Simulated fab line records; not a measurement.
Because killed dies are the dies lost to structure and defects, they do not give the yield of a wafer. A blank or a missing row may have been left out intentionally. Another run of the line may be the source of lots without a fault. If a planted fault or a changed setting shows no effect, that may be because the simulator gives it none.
fab line records + flow gf180mcu
[record]
- lots = 15
- wafers = 43
- last_day = 34
route steps=602 shown M4@456 V4@500 V5@543 PASSIVATION@587
lots that met no fault: taken from a fault-free run of the same line
start_h: the number of hours between the record's first day and the start of the first shown wafer of the lot + wait_h: time in hours since the lot's previous step + " the same as in the row above + L1.1+2: several wafers, shown together as one row + - no value, or no start given + * or withheld: withheld + < > ~ a bound
route shown NAME@n: a module of which the file shows steps, and the number in the route of the first + usual: mean and standard deviation over wafers with no fault + same: alike in all rows + chamber/n: place in a boat + sites: per-site readings + _std_site: standard deviation across them + _edge_site: inner sites' mean taken away from outer sites' mean + radius_mm: for every site, how far away it sits from the centre of the wafer + mask NAME#n: copy n + behind: tool/chamber where the wafer was last shaped + hold: cause of the lot's hold/its duration in hours/its outcome + device: names the non-switching transistor (n, p or np) + end of line: the same wafers' tests at the end of the route + a step given without rows: its recipe and nothing more + killed: at the first sort, the dies lost to defects and structure; wafer yield is something else + map: shows each die of a wafer: x if killed, . if not, _ if none is there
set.NAME: setting as actually run; set.NAME@STEP: the setting as run at that earlier step + model.NAME: the simulator's own value behind a step, which no gauge read
one table for each step of the route and one row for each wafer, over a sample of lots
services: when a tool's chamber went out of use (start_h, in hours from the record's first day, below 0 if earlier), for how many hours, and the reason
[[steps]]
[step GF_M4_SPUTTER_00]
[recipe]
- material = Ti
- target_thk_nm = 37.5
- arriving_ion_energy_ev = 80
- substrate_temp_c = 200
- chamber_pressure_pa = 2
- power_w = 4000
- time_s = 150
[usual]
- throttle_valve_pct = 30.4/0.95
| lot.wafer | tool           | chamber | start_h | wait_h | throttle_valve_pct |
|-----------|----------------|---------|---------|--------|--------------------|
| L754.1    | pvd_sputter-02 | -       | 535.65  | 0.2    | 29.9               |
| L754.2    | "              | -       | "       | "      | 30.7               |
| L754.3    | "              | -       | "       | "      | 30.1               |
| L755.4    | pvd_sputter-01 | -       | 556.19  | 0.2    | 29.7               |
| L755.5    | "              | -       | "       | "      | 31.1               |
| L755.6    | "              | -       | "       | "      | 30.7               |
| L756.2    | pvd_sputter-02 | -       | 559.35  | 0.2    | 28.3               |
| L756.4    | "              | -       | "       | "      | 29.7               |
| L756.5    | "              | -       | "       | "      | 28.4               |
| L757.5    | pvd_sputter-02 | -       | 577.02  | 0.1    | 30.2               |
| L757.6    | "              | -       | "       | "      | 30.9               |
| L760.2    | pvd_sputter-03 | -       | 589.45  | 0.2    | 30.0               |
| L760.3    | "              | -       | "       | "      | 32.1               |
| L760.4    | "              | -       | "       | "      | 31.0               |
| L762.1    | pvd_sputter-02 | -       | 604.85  | 0.1    | 30.3               |
| L762.5    | "              | -       | "       | "      | 29.8               |
| L766.2    | pvd_sputter-01 | -       | 633.58  | 0.1    | 31.2               |
| L766.3    | "              | -       | "       | "      | 29.7               |
| L766.5    | "              | -       | "       | "      | 30.5               |
| L767.1    | pvd_sputter-01 | -       | 642.64  | 0.2    | 29.7               |
| L767.2    | "              | -       | "       | "      | 31.2               |
| L767.4    | "              | -       | "       | "      | 30.6               |
| L768.2    | pvd_sputter-01 | -       | 652.30  | 0.2    | 29.7               |
| L768.3    | "              | -       | "       | "      | 30.8               |
| L768.5    | "              | -       | "       | "      | 30.7               |
| L769.2    | pvd_sputter-02 | -       | 656.65  | 0.2    | 29.8               |
| L769.4    | "              | -       | "       | "      | 30.4               |
| L769.6    | "              | -       | "       | "      | 29.9               |
| L770.1    | pvd_sputter-01 | -       | 662.38  | 0.1    | 31.0               |
| L770.3    | "              | -       | "       | "      | 29.9               |
| L770.5    | "              | -       | "       | "      | 29.7               |
| L772.2    | pvd_sputter-01 | -       | 672.91  | 0.2    | 30.8               |
| L772.3    | "              | -       | "       | "      | 31.0               |
| L772.5    | "              | -       | "       | "      | 31.1               |
| L773.1    | pvd_sputter-01 | -       | 679.03  | 0.1    | 30.6               |
| L773.3    | "              | -       | "       | "      | 29.6               |
| L773.5    | "              | -       | "       | "      | 30.7               |
| L774.3    | pvd_sputter-03 | -       | 691.55  | 0.2    | 32.1               |
| L774.5    | "              | -       | "       | "      | 31.1               |
| L774.6    | "              | -       | "       | "      | 30.1               |
| L776.2    | pvd_sputter-02 | -       | 699.59  | 0.1    | 30.6               |
| L776.3    | "              | -       | "       | "      | 30.0               |
| L776.6    | "              | -       | "       | "      | 30.3               |
[step GF_V4_RS_MEAS_24]
[recipe]
- thk_meas_gauge = four-point-probe
- reads = W_of_V4_CVD_23+TiN_of_V4_SPUTTER_22+Ti_of_V4_SPUTTER_21
[usual]
- V4_W_RS = 0.327/0.0032
| lot.wafer | tool          | chamber | start_h | wait_h | V4_W_RS[ohm/sq] |
|-----------|---------------|---------|---------|--------|-----------------|
| L754.1    | film_metro-03 | -       | 582.72  | 0.1    | 0.325           |
| L754.2    | "             | -       | "       | "      | 0.330           |
| L754.3    | "             | -       | "       | "      | 0.325           |
| L755.4    | film_metro-01 | -       | 602.03  | 0.1    | 0.329           |
| L755.5    | "             | -       | "       | "      | 0.327           |
| L755.6    | "             | -       | "       | "      | 0.330           |
| L756.2    | film_metro-01 | -       | 605.28  | 0.1    | 0.330           |
| L756.4    | "             | -       | "       | "      | 0.327           |
| L756.5    | "             | -       | "       | "      | 0.329           |
| L757.5    | film_metro-03 | -       | 621.50  | 0.1    | 0.319           |
| L757.6    | "             | -       | "       | "      | 0.322           |
| L760.2    | film_metro-03 | -       | 633.87  | 0.1    | 0.322           |
| L760.3    | "             | -       | "       | "      | 0.325           |
| L760.4    | "             | -       | "       | "      | 0.325           |
| L762.1    | film_metro-03 | -       | 648.52  | 0.1    | 0.334           |
| L762.5    | "             | -       | "       | "      | 0.328           |
| L766.2    | film_metro-02 | -       | 676.65  | 0.1    | 0.325           |
| L766.3    | "             | -       | "       | "      | 0.326           |
| L766.5    | "             | -       | "       | "      | 0.328           |
| L767.1    | film_metro-02 | -       | 684.47  | 0.1    | 0.331           |
| L767.2    | "             | -       | "       | "      | 0.328           |
| L767.4    | "             | -       | "       | "      | 0.329           |
| L768.2    | film_metro-02 | -       | 693.14  | 0.1    | 0.324           |
| L768.3    | "             | -       | "       | "      | 0.319           |
| L768.5    | "             | -       | "       | "      | 0.326           |
| L769.2    | film_metro-02 | -       | 697.99  | 0.1    | 0.328           |
| L769.4    | "             | -       | "       | "      | 0.331           |
| L769.6    | "             | -       | "       | "      | 0.334           |
| L770.1    | film_metro-02 | -       | 703.62  | 0.1    | 0.331           |
| L770.3    | "             | -       | "       | "      | 0.330           |
| L770.5    | "             | -       | "       | "      | 0.330           |
| L772.2    | film_metro-02 | -       | 713.94  | 0.1    | 0.332           |
| L772.3    | "             | -       | "       | "      | 0.333           |
| L772.5    | "             | -       | "       | "      | 0.330           |
| L773.1    | film_metro-01 | -       | 719.62  | 0.1    | 0.330           |
| L773.3    | "             | -       | "       | "      | 0.331           |
| L773.5    | "             | -       | "       | "      | 0.330           |
| L774.3    | film_metro-01 | -       | 731.74  | 0.1    | 0.324           |
| L774.5    | "             | -       | "       | "      | 0.327           |
| L774.6    | "             | -       | "       | "      | 0.324           |
| L776.2    | film_metro-01 | -       | 738.48  | 0.1    | 0.323           |
| L776.3    | "             | -       | "       | "      | 0.325           |
| L776.6    | "             | -       | "       | "      | 0.330           |
[step GF_V5_THK_MEAS_03]
[recipe]
- reads = SiO2_of_V5_CVD_02
[usual]
- V5_CVD_02_THK = 1453/18
| lot.wafer | tool          | chamber | start_h | wait_h | V5_CVD_02_THK[nm] |
|-----------|---------------|---------|---------|--------|-------------------|
| L754.1    | film_metro-03 | -       | 627.82  | 0.1    | 1456              |
| L754.2    | "             | -       | "       | "      | 1444              |
| L754.3    | "             | -       | "       | "      | 1448              |
| L755.4    | film_metro-04 | -       | 645.55  | 0.0    | 1463              |
| L755.5    | "             | -       | "       | "      | 1452              |
| L755.6    | "             | -       | "       | "      | 1470              |
| L756.2    | film_metro-04 | -       | 649.03  | 0.1    | 1453              |
| L756.4    | "             | -       | "       | "      | 1479              |
| L756.5    | "             | -       | "       | "      | 1492              |
| L757.5    | film_metro-01 | -       | 664.27  | 0.0    | 1472              |
| L757.6    | "             | -       | "       | "      | 1469              |
| L760.2    | film_metro-04 | -       | 675.56  | 0.1    | 1442              |
| L760.3    | "             | -       | "       | "      | 1417              |
| L760.4    | "             | -       | "       | "      | 1451              |
| L762.1    | film_metro-03 | -       | 689.55  | 0.1    | 1453              |
| L762.5    | "             | -       | "       | "      | 1489              |
| L766.2    | film_metro-04 | -       | 715.91  | 0.1    | 1431              |
| L766.3    | "             | -       | "       | "      | 1429              |
| L766.5    | "             | -       | "       | "      | 1459              |
| L767.1    | film_metro-01 | -       | 724.13  | 0.1    | 1438              |
| L767.2    | "             | -       | "       | "      | 1431              |
| L767.4    | "             | -       | "       | "      | 1453              |
| L768.2    | film_metro-03 | -       | 732.39  | 0.1    | 1450              |
| L768.3    | "             | -       | "       | "      | 1457              |
| L768.5    | "             | -       | "       | "      | 1473              |
| L769.2    | film_metro-04 | -       | 737.24  | 0.1    | 1455              |
| L769.4    | "             | -       | "       | "      | 1479              |
| L769.6    | "             | -       | "       | "      | 1453              |
| L770.1    | film_metro-04 | -       | 741.74  | 0.1    | 1447              |
| L770.3    | "             | -       | "       | "      | 1433              |
| L770.5    | "             | -       | "       | "      | 1482              |
| L772.2    | film_metro-03 | -       | 752.74  | 0.1    | 1444              |
| L772.3    | "             | -       | "       | "      | 1454              |
| L772.5    | "             | -       | "       | "      | 1456              |
| L773.1    | film_metro-03 | -       | 757.17  | 0.1    | 1420              |
| L773.3    | "             | -       | "       | "      | 1427              |
| L773.5    | "             | -       | "       | "      | 1458              |
| L774.3    | film_metro-03 | -       | 768.67  | 0.1    | 1424              |
| L774.5    | "             | -       | "       | "      | 1458              |
| L774.6    | "             | -       | "       | "      | 1435              |
| L776.2    | film_metro-01 | -       | 775.44  | 0.1    | 1435              |
| L776.3    | "             | -       | "       | "      | 1427              |
| L776.6    | "             | -       | "       | "      | 1460              |
[step GF_PASSIVATION_CVD_00]
[recipe]
- material = SiO2
- target_thk_nm = 1000
- precursor = TEOS
- temp_c = 400
- time_s = 111.95
- rf_w = 600
[usual]
- heater_power_w = 701/68
- susceptor_temp_C = 400.01/0.23
| lot.wafer | tool     | chamber | start_h | wait_h | heater_power_w | susceptor_temp_C |
|-----------|----------|---------|---------|--------|----------------|------------------|
| L754.1    | pecvd-02 | 2       | 671.82  | 0.0    | 785            | 400.21           |
| L754.2    | "        | 1       | "       | "      | 756            | 400.06           |
| L754.3    | "        | 0       | "       | "      | 752            | 399.72           |
| L755.4    | pecvd-02 | 1       | 687.53  | 0.0    | 790            | 400.15           |
| L755.5    | "        | 0       | "       | "      | 751            | 400.13           |
| L755.6    | "        | 2       | "       | "      | 757            | 399.67           |
| L756.2    | pecvd-03 | 1       | 691.26  | 0.0    | 680            | 400.06           |
| L756.4    | "        | 0       | "       | "      | 760            | 400.25           |
| L756.5    | "        | 2       | "       | "      | 588            | 400.09           |
| L757.5    | pecvd-02 | 1       | 705.54  | 0.0    | 642            | 400.00           |
| L757.6    | "        | 2       | "       | "      | 772            | 399.50           |
| L760.2    | pecvd-02 | 0       | 716.52  | 0.0    | 703            | 399.65           |
| L760.3    | "        | 2       | "       | "      | 748            | 400.08           |
| L760.4    | "        | 1       | "       | "      | 800            | 400.09           |
| L762.1    | pecvd-02 | 1       | 729.42  | 0.0    | 797            | 400.05           |
| L762.5    | "        | 1       | "       | "      | 652            | 400.03           |
| L766.2    | pecvd-04 | 0       | 754.34  | 0.0    | 626            | 400.60           |
| L766.3    | "        | 1       | "       | "      | 561            | 399.91           |
| L766.5    | "        | 0       | "       | "      | 676            | 400.03           |
| L767.1    | pecvd-03 | 1       | 762.06  | 0.0    | 767            | 400.11           |
| L767.2    | "        | 2       | "       | "      | 740            | 399.71           |
| L767.4    | "        | 0       | "       | "      | 626            | 400.44           |
| L768.2    | pecvd-03 | 0       | 769.41  | 0.0    | 756            | 399.94           |
| L768.3    | "        | 1       | "       | "      | 781            | 399.52           |
| L768.5    | "        | 0       | "       | "      | 628            | 399.93           |
| L769.2    | pecvd-03 | 2       | 773.87  | 0.0    | 702            | 399.92           |
| L769.4    | "        | 0       | "       | "      | 826            | 399.61           |
| L769.6    | "        | 1       | "       | "      | 639            | 399.63           |
| L770.1    | pecvd-03 | 0       | 779.41  | 0.0    | 743            | 400.01           |
| L770.3    | "        | 2       | "       | "      | 707            | 400.02           |
| L770.5    | "        | 1       | "       | "      | 774            | 400.09           |
| L772.2    | pecvd-03 | 1       | 788.59  | 0.0    | 646            | 399.96           |
| L772.3    | "        | 2       | "       | "      | 676            | 400.17           |
| L772.5    | "        | 0       | "       | "      | 764            | 399.87           |
| L773.1    | pecvd-03 | 1       | 793.11  | 0.0    | 792            | 400.57           |
| L773.3    | "        | 0       | "       | "      | 787            | 399.94           |
| L773.5    | "        | 1       | "       | "      | 636            | 400.07           |
| L774.3    | pecvd-04 | 0       | 803.69  | 0.0    | 673            | 399.86           |
| L774.5    | "        | 0       | "       | "      | 698            | 400.35           |
| L774.6    | "        | 1       | "       | "      | 644            | 399.59           |
| L776.2    | pecvd-02 | 0       | 808.81  | 0.0    | 675            | 399.80           |
| L776.3    | "        | 1       | "       | "      | 703            | 400.03           |
| L776.6    | "        | 0       | "       | "      | 711            | 399.93           |
[step GF_PASSIVATION_THK_MEAS_01]
[recipe]
- reads = SiO2_of_PASSIVATION_CVD_00
[usual]
- PASSIVATION_CVD_00_THK = 1000/13
| lot.wafer | tool          | chamber | start_h | wait_h | hold                     | PASSIVATION_CVD_00_THK[nm] |
|-----------|---------------|---------|---------|--------|--------------------------|----------------------------|
| L754.1    | film_metro-03 | -       | 671.89  | 0.0    | -                        | 996                        |
| L754.2    | "             | -       | "       | "      | -                        | 987                        |
| L754.3    | "             | -       | "       | "      | -                        | 991                        |
| L755.4    | film_metro-01 | -       | 687.60  | 0.0    | -                        | 1006                       |
| L755.5    | "             | -       | "       | "      | -                        | 1005                       |
| L755.6    | "             | -       | "       | "      | -                        | 1006                       |
| L756.2    | film_metro-02 | -       | 691.35  | 0.0    | -                        | 1013                       |
| L756.4    | "             | -       | "       | "      | -                        | 1015                       |
| L756.5    | "             | -       | "       | "      | -                        | 1013                       |
| L757.5    | film_metro-01 | -       | 705.62  | 0.0    | await_dispo/0.2h/release | 1321                       |
| L757.6    | "             | -       | "       | "      | await_dispo/0.2h/release | 997                        |
| L757.5    | film_metro-01 | -       | 705.84  | 0.2    | -                        | 1321                       |
| L757.6    | "             | -       | "       | "      | -                        | 998                        |
| L760.2    | film_metro-02 | -       | 716.61  | 0.0    | await_dispo/0.2h/release | 1301                       |
| L760.3    | "             | -       | "       | "      | await_dispo/0.2h/release | 994                        |
| L760.4    | "             | -       | "       | "      | await_dispo/0.2h/release | 1009                       |
| L760.2    | film_metro-02 | -       | 716.83  | 0.2    | -                        | 1301                       |
| L760.3    | "             | -       | "       | "      | -                        | 993                        |
| L760.4    | "             | -       | "       | "      | -                        | 1009                       |
| L762.1    | film_metro-01 | -       | 729.49  | 0.0    | await_dispo/0.2h/release | 997                        |
| L762.5    | "             | -       | "       | "      | await_dispo/0.2h/release | 1331                       |
| L762.1    | film_metro-01 | -       | 729.72  | 0.2    | -                        | 997                        |
| L762.5    | "             | -       | "       | "      | -                        | 1331                       |
| L766.2    | film_metro-01 | -       | 754.43  | 0.0    | -                        | 999                        |
| L766.3    | "             | -       | "       | "      | -                        | 996                        |
| L766.5    | "             | -       | "       | "      | -                        | 1011                       |
| L767.1    | film_metro-01 | -       | 762.14  | 0.0    | -                        | 994                        |
| L767.2    | "             | -       | "       | "      | -                        | 988                        |
| L767.4    | "             | -       | "       | "      | -                        | 1008                       |
| L768.2    | film_metro-02 | -       | 769.50  | 0.0    | -                        | 998                        |
| L768.3    | "             | -       | "       | "      | -                        | 1006                       |
| L768.5    | "             | -       | "       | "      | -                        | 1017                       |
| L769.2    | film_metro-01 | -       | 773.96  | 0.0    | -                        | 985                        |
| L769.4    | "             | -       | "       | "      | -                        | 997                        |
| L769.6    | "             | -       | "       | "      | -                        | 1007                       |
| L770.1    | film_metro-01 | -       | 779.53  | 0.1    | -                        | 987                        |
| L770.3    | "             | -       | "       | "      | -                        | 975                        |
| L770.5    | "             | -       | "       | "      | -                        | 1015                       |
| L772.2    | film_metro-01 | -       | 788.70  | 0.1    | -                        | 999                        |
| L772.3    | "             | -       | "       | "      | -                        | 991                        |
| L772.5    | "             | -       | "       | "      | -                        | 1012                       |
| L773.1    | film_metro-02 | -       | 793.19  | 0.0    | -                        | 999                        |
| L773.3    | "             | -       | "       | "      | -                        | 1003                       |
| L773.5    | "             | -       | "       | "      | -                        | 1008                       |
| L774.3    | film_metro-03 | -       | 803.79  | 0.1    | -                        | 994                        |
| L774.5    | "             | -       | "       | "      | -                        | 999                        |
| L774.6    | "             | -       | "       | "      | -                        | 1017                       |
| L776.2    | film_metro-01 | -       | 808.89  | 0.0    | -                        | 996                        |
| L776.3    | "             | -       | "       | "      | -                        | 985                        |
| L776.6    | "             | -       | "       | "      | -                        | 1002                       |
[[services]]
| tool           | chamber | start_h | hours | kind                   |
|----------------|---------|---------|-------|------------------------|
| pvd_sputter-02 | -       | 519.29  | 2.9   | repair                 |
| pvd_sputter-03 | -       | 527.32  | 0.7   | repair                 |
| pecvd-04       | 0       | 529.78  | 6.7   | repair                 |
| pecvd-04       | 1       | 575.92  | 5.9   | repair                 |
| pecvd-03       | -       | 577.78  | 1.4   | repair                 |
| pecvd-04       | 2       | 582.53  | 6.8   | repair                 |
| pecvd-03       | 1       | 597.22  | 4.8   | repair                 |
| pvd_sputter-03 | -       | 614.24  | 4.2   | repair                 |
| pvd_sputter-03 | -       | 619.59  | 3.2   | repair                 |
| pecvd-03       | -       | 629.92  | 6.5   | repair                 |
| pvd_sputter-01 | -       | 639.64  | 1.7   | repair                 |
| pecvd-02       | -       | 644.98  | 2.6   | repair                 |
| pecvd-03       | -       | 653.11  | 1.1   | repair                 |
| pecvd-03       | 1       | 658.99  | 4.2   | repair                 |
| pvd_sputter-02 | -       | 677.19  | 2.1   | repair                 |
| pecvd-02       | -       | 679.53  | 0.9   | repair                 |
| pvd_sputter-01 | 3       | 682.19  | -     | consumable_replace:kit |
| pvd_sputter-01 | 3       | 682.19  | 18.0  | scheduled_down         |
| pvd_sputter-01 | 3       | 682.19  | 18.0  | vent_cycle             |
| pvd_sputter-01 | -       | 709.19  | 0.5   | repair                 |
| pecvd-02       | 2       | 742.65  | 6.6   | repair                 |
| pecvd-02       | -       | 743.67  | 2.8   | pm                     |
| pecvd-03       | -       | 799.38  | 14.0  | pm                     |
| pecvd-03       | 0       | 799.38  | 14.0  | vent_cycle             |
[[key]]
[first_sign]
- step = GF_PASSIVATION_THK_MEAS_01
- reading = visit
- direction = added
[effect]
- step = GF_PASSIVATION_THK_MEAS_01
- reading = PASSIVATION_CVD_00_THK
- direction = up
- sigmas = 25
- usual = 1000
- struck = 1317
met_at GF_PASSIVATION_CVD_00
struck_lots L757,L760,L762
struck_wafers L757.5,L760.2,L762.5
sort_left_out L757.5,L762.5
not_acting_at GF_M4_SPUTTER_00,GF_V4_RS_MEAS_24,GF_V5_THK_MEAS_03
onset_between 687.53 705.54
[fault]
- kind = process_parameter_drift
- tool = pecvd-02
- chamber = -
- onset_h = 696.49
- steps = GF_PASSIVATION_CVD_00
- channel = target_thk_nm
- offset = 313.56
- shape = step
- end_h = 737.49
- scope = struck_wafers_only
- acts_in = these_recipes_only
- stated = 1000
// sort_left_out: the simulated sort isn't trusted on such a fault, so these wafers' sort isn't shown, and their yield isn't known
